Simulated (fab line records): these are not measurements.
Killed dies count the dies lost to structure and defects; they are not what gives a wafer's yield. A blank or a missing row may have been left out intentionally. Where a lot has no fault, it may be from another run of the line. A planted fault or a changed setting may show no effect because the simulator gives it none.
Which of the tools did it? / flow sky130 / 12 lots with 34 wafers sampled at 5 steps, on a route of 708 steps

== WHAT THE GAUGES SHOWED, per wafer ==
SKY_LI_CONTACT_THK_MEAS_23: measures by xrf. Usual: LI_CONTACT_W_THK typically reads 398 nm, with standard deviation 11.
lot=L492; measured=day 29 05:44; on=filmMetro-01; LI_CONTACT_W_THK (nm)=391 379 390; flag=
lot=L498; measured=day 32 04:59; on=filmMetro-01; LI_CONTACT_W_THK (nm)=414 387; flag=
lot=L500; measured=day 32 09:47; on=filmMetro-03; LI_CONTACT_W_THK (nm)=393 386; flag=
lot=L506; measured=day 34 02:23; on=filmMetro-04; LI_CONTACT_W_THK (nm)=419 417 419; flag=
lot=L507; measured=day 34 08:37; on=filmMetro-04; LI_CONTACT_W_THK (nm)=396 400 399; flag=
lot=L509; measured=day 35 07:59; on=filmMetro-01; LI_CONTACT_W_THK (nm)=397 392 394; flag=
lot=L511; measured=day 35 15:32; on=filmMetro-03; LI_CONTACT_W_THK (nm)=390 393 395; flag=
lot=L510; measured=day 35 19:27; on=filmMetro-04; LI_CONTACT_W_THK (nm)=413 390 413; flag=
lot=L512; measured=day 35 20:28; on=filmMetro-03; LI_CONTACT_W_THK (nm)=410 412 387; flag=
lot=L513; measured=day 36 00:44; on=filmMetro-01; LI_CONTACT_W_THK (nm)=396 399 381; flag=
lot=L514; measured=day 36 08:59; on=filmMetro-04; LI_CONTACT_W_THK (nm)=402 402 401; flag=
lot=L515; measured=day 36 13:44; on=filmMetro-03; LI_CONTACT_W_THK (nm)=398 399 402; flag=

SKY_CONTACT_THK_MEAS_03. Usual: CONTACT_HDPCVD_THK typically reads 567 nm, with standard deviation 5.7.
lot=L492; measured=day 30 11:54; on=filmMetro-01; CONTACT_HDPCVD_THK (nm)=564 559 563; flag=
lot=L498; measured=day 33 09:29; on=filmMetro-02; CONTACT_HDPCVD_THK (nm)=917 568 917 567; flag=OFF
lot=L500; measured=day 33 14:22; on=filmMetro-01; CONTACT_HDPCVD_THK (nm)=924 564 923 563; flag=OFF
lot=L506; measured=day 35 06:36; on=filmMetro-01; CONTACT_HDPCVD_THK (nm)=566 578 573; flag=
lot=L507; measured=day 35 14:17; on=filmMetro-03; CONTACT_HDPCVD_THK (nm)=579 575 579; flag=
lot=L509; measured=day 36 11:47; on=filmMetro-02; CONTACT_HDPCVD_THK (nm)=565 567 560; flag=
lot=L511; measured=day 36 19:10; on=filmMetro-03; CONTACT_HDPCVD_THK (nm)=570 562 566; flag=
lot=L510; measured=day 36 22:23; on=filmMetro-01; CONTACT_HDPCVD_THK (nm)=576 575 576; flag=
lot=L512; measured=day 37 00:21; on=filmMetro-03; CONTACT_HDPCVD_THK (nm)=567 569 565; flag=
lot=L513; measured=day 37 04:19; on=filmMetro-02; CONTACT_HDPCVD_THK (nm)=563 567 567; flag=
lot=L514; measured=day 37 12:43; on=filmMetro-03; CONTACT_HDPCVD_THK (nm)=565 568 563; flag=
lot=L515; measured=day 37 17:31; on=filmMetro-02; CONTACT_HDPCVD_THK (nm)=569 564 569; flag=

== WHICH TOOL RAN EACH LOT (tool, then ch and the chambers of the sampled wafers, then the start) ==
lot=L492; SKY_LI_CONTACT_CMP_24=cmp-01 ch 0,3, day 29 05:46; SKY_CONTACT_CVD_00=pecvd-04 ch 0,1,2, day 30 11:43; SKY_CONTACT_HDPCVD_02=hdpcvd-02 ch 0,1,2, day 30 11:50
lot=L498; SKY_LI_CONTACT_CMP_24=cmp-01 ch 1,2, day 32 05:11; SKY_CONTACT_CVD_00=pecvd-02 ch 0,2, day 33 09:19; SKY_CONTACT_HDPCVD_02=hdpcvd-02 ch 1,2, day 33 09:25
lot=L500; SKY_LI_CONTACT_CMP_24=cmp-02 ch 0,1, day 32 09:58; SKY_CONTACT_CVD_00=pecvd-01 ch 0, day 33 14:11; SKY_CONTACT_HDPCVD_02=hdpcvd-02 ch 0,1, day 33 14:17
lot=L506; SKY_LI_CONTACT_CMP_24=cmp-01 ch 1,2,3, day 34 02:26; SKY_CONTACT_CVD_00=pecvd-01 ch 1,2, day 35 06:25; SKY_CONTACT_HDPCVD_02=hdpcvd-01 ch 0,1,2, day 35 06:32
lot=L507; SKY_LI_CONTACT_CMP_24=cmp-01 ch 1,2, day 34 08:40; SKY_CONTACT_CVD_00=pecvd-01 ch 0,2, day 35 14:05; SKY_CONTACT_HDPCVD_02=hdpcvd-01 ch 0,1,2, day 35 14:11
lot=L509; SKY_LI_CONTACT_CMP_24=cmp-02 ch 0,1,2, day 35 08:02; SKY_CONTACT_CVD_00=pecvd-04 ch 0,1,2, day 36 11:37; SKY_CONTACT_HDPCVD_02=hdpcvd-02 ch 0,1,2, day 36 11:43
lot=L511; SKY_LI_CONTACT_CMP_24=cmp-01 ch 0,1, day 35 15:35; SKY_CONTACT_CVD_00=pecvd-02 ch 1,2, day 36 19:00; SKY_CONTACT_HDPCVD_02=hdpcvd-02 ch 0,1,2, day 36 19:05
lot=L510; SKY_LI_CONTACT_CMP_24=cmp-02 ch 0,1, day 35 19:29; SKY_CONTACT_CVD_00=pecvd-01 ch 0,2, day 36 22:12; SKY_CONTACT_HDPCVD_02=hdpcvd-01 ch 0,2, day 36 22:18
lot=L512; SKY_LI_CONTACT_CMP_24=cmp-02 ch 0,2,3, day 35 20:40; SKY_CONTACT_CVD_00=pecvd-04 ch 1,2, day 37 00:11; SKY_CONTACT_HDPCVD_02=hdpcvd-02 ch 0,1, day 37 00:16
lot=L513; SKY_LI_CONTACT_CMP_24=cmp-01 ch 0,1, day 36 00:46; SKY_CONTACT_CVD_00=pecvd-01 ch 0,1,2, day 37 04:08; SKY_CONTACT_HDPCVD_02=hdpcvd-02 ch 0,1,2, day 37 04:15
lot=L514; SKY_LI_CONTACT_CMP_24=cmp-02 ch 1,2,3, day 36 09:05; SKY_CONTACT_CVD_00=pecvd-01 ch 0,2, day 37 12:33; SKY_CONTACT_HDPCVD_02=hdpcvd-02 ch 1,2, day 37 12:40
lot=L515; SKY_LI_CONTACT_CMP_24=cmp-01 ch 0,1,3, day 36 13:47; SKY_CONTACT_CVD_00=pecvd-02 ch 1,2, day 37 17:21; SKY_CONTACT_HDPCVD_02=hdpcvd-01 ch 1,2, day 37 17:27
- SKY_LI_CONTACT_CMP_24: polishes, stops on PSG, t overpolish 20 s, target thk 0 nm.
- SKY_CONTACT_CVD_00: deposits Si3N4, target thk 75 nm.
- SKY_CONTACT_HDPCVD_02: deposits SiO2, target thk 565 nm, time 94.2 s.

== WHAT THE TOOLS THEMSELVES READ (means of the sampled wafers that have a number; where no wafer has one, the mark that the record gives instead) ==
SKY_LI_CONTACT_CMP_24. Usual: edgeZonePressureFrac 1.000, standard deviation 0.0047; motorCurrentA 11.2 A, standard deviation 0.76; overpolishRunS 20.000 s, standard deviation 0.0096; timeToEndpointS 98 s, standard deviation 4.
lot=L492; tool=cmp-01; edgeZonePressureFrac=1.004; motorCurrentA (A)=10.8; overpolishRunS (s)=19.998; timeToEndpointS (s)=97; flag=
lot=L498; tool=cmp-01; edgeZonePressureFrac=1.001; motorCurrentA (A)=11.3; overpolishRunS (s)=19.993; timeToEndpointS (s)=109; flag=
lot=L500; tool=cmp-02; edgeZonePressureFrac=1.000; motorCurrentA (A)=10.9; overpolishRunS (s)=20.010; timeToEndpointS (s)=96; flag=
lot=L506; tool=cmp-01; edgeZonePressureFrac=0.997; motorCurrentA (A)=11.2; overpolishRunS (s)=19.997; timeToEndpointS (s)=100; flag=
lot=L507; tool=cmp-01; edgeZonePressureFrac=1.000; motorCurrentA (A)=11.6; overpolishRunS (s)=20.004; timeToEndpointS (s)=93; flag=
lot=L509; tool=cmp-02; edgeZonePressureFrac=0.999; motorCurrentA (A)=11.2; overpolishRunS (s)=19.996; timeToEndpointS (s)=98; flag=
lot=L511; tool=cmp-01; edgeZonePressureFrac=0.995; motorCurrentA (A)=11.1; overpolishRunS (s)=20.002; timeToEndpointS (s)=95; flag=
lot=L510; tool=cmp-02; edgeZonePressureFrac=1.002; motorCurrentA (A)=11.2; overpolishRunS (s)=19.991; timeToEndpointS (s)=95; flag=
lot=L512; tool=cmp-02; edgeZonePressureFrac=1.001; motorCurrentA (A)=11.9; overpolishRunS (s)=20.006; timeToEndpointS (s)=100; flag=
lot=L513; tool=cmp-01; edgeZonePressureFrac=0.999; motorCurrentA (A)=10.4; overpolishRunS (s)=20.006; timeToEndpointS (s)=99; flag=
lot=L514; tool=cmp-02; edgeZonePressureFrac=0.998; motorCurrentA (A)=11.3; overpolishRunS (s)=20.002; timeToEndpointS (s)=95; flag=
lot=L515; tool=cmp-01; edgeZonePressureFrac=0.997; motorCurrentA (A)=11.0; overpolishRunS (s)=19.998; timeToEndpointS (s)=99; flag=

SKY_CONTACT_CVD_00. Usual: heaterPowerOuterW 438 W, standard deviation 62; heaterPowerW 744 W, standard deviation 83.
lot=L492; tool=pecvd-04; heaterPowerOuterW (W)=464; heaterPowerW (W)=765; flag=
lot=L498; tool=pecvd-02; heaterPowerOuterW (W)=452; heaterPowerW (W)=758; flag=
lot=L500; tool=pecvd-01; heaterPowerOuterW (W)=474; heaterPowerW (W)=751; flag=
lot=L506; tool=pecvd-01; heaterPowerOuterW (W)=437; heaterPowerW (W)=769; flag=
lot=L507; tool=pecvd-01; heaterPowerOuterW (W)=450; heaterPowerW (W)=741; flag=
lot=L509; tool=pecvd-04; heaterPowerOuterW (W)=412; heaterPowerW (W)=698; flag=
lot=L511; tool=pecvd-02; heaterPowerOuterW (W)=428; heaterPowerW (W)=737; flag=
lot=L510; tool=pecvd-01; heaterPowerOuterW (W)=438; heaterPowerW (W)=721; flag=
lot=L512; tool=pecvd-04; heaterPowerOuterW (W)=476; heaterPowerW (W)=775; flag=
lot=L513; tool=pecvd-01; heaterPowerOuterW (W)=448; heaterPowerW (W)=755; flag=
lot=L514; tool=pecvd-01; heaterPowerOuterW (W)=489; heaterPowerW (W)=801; flag=
lot=L515; tool=pecvd-02; heaterPowerOuterW (W)=515; heaterPowerW (W)=843; flag=

== THE ANSWER, worked out from the rows above alone ==
Rule: a lot is off if the mean of its wafers that have a number lies more than 3 standard deviations from the usual mean. Also off: a lot with no number at a reading for which 4 or more lots have one. Where the step has rows for the other lots, those lots are counted as sound. First the gauges in route order, then the tools' own readings, where a lot's mean is used as printed above. The first step at which some lot is off is used, and at that step the reading that is off furthest; a lot without a number counts as furthest.
Off: at SKY_CONTACT_THK_MEAS_03 (CONTACT_HDPCVD_THK), L498, L500.
A tool fits if, at a process step before that reading, it ran every lot that is off, and no sound lot after the first of them. The gauges at SKY_CONTACT_THK_MEAS_03 are tried like those tools. None of those tried fits.

== WHAT THE SIMULATOR PUT IN ==
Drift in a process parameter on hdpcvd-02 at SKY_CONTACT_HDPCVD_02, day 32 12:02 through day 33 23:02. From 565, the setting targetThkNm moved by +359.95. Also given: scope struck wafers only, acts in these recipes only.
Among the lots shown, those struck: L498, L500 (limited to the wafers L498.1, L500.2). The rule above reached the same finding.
